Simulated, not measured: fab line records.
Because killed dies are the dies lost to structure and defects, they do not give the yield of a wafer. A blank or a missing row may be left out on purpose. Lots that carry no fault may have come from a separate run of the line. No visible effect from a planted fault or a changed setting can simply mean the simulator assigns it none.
Matching of chambers	flow sky130	SKY_VIA1_CMP_02 on cmp-02 has 4 sister chambers
The step polishes SiO2. 8 wafers are shown with their chamber, then 6 later ones without.

## WAFERS, EACH WITH ITS CHAMBER
wafer	chamber	motor_current_A (A)	slurry_filter_dp_kPa (kPa)
L556.4	1	12.0	13.44
L559.1	0	12.3	13.34
L560.4	0	12.5	13.46
L568.4	3	12.2	13.25
L568.5	3	11.8	13.54
L568.6	2	11.1	13.57
L573.1	2	11.4	13.53
L573.3	1	11.9	13.51

## WAFERS MISSING THEIR CHAMBER
wafer	motor_current_A (A)	slurry_filter_dp_kPa (kPa)
L573.5	11.6	13.40
L572.2	11.9	13.47
L572.5	12.7	13.37
L576.1	11.7	13.66
L576.4	11.2	13.42
L576.5	12.0	13.38

## WHICH CHAMBER EACH WENT THROUGH
wafer	from the rows above	in truth
L573.5	can't be placed: 1 or 3 or 2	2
L572.2	can't be placed: 1 or 3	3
L572.5	0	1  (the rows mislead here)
L576.1	can't be placed: 1 or 2 or 3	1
L576.4	2	2
L576.5	can't be placed: 3 or 1 or 0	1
Correctly placed: 1 of 6. Not placeable from these rows: 4 (in 4, the candidates include the true chamber). Number placed wrongly: 1.
How it was worked out, from the rows above alone: a wafer's distance from a chamber is the root of the sum, over the readings, of the square of ((its reading less the chamber's mean) divided by the reading's scatter). The wafer belongs to the nearest chamber; if the next one is less than 2 further off, it can't be placed. A chamber's mean is the mean of its shown wafers. The scatter is the square root of a quotient: the sum, over the shown wafers, of each reading's squared deviation from its chamber's mean, divided by wafers minus chambers.
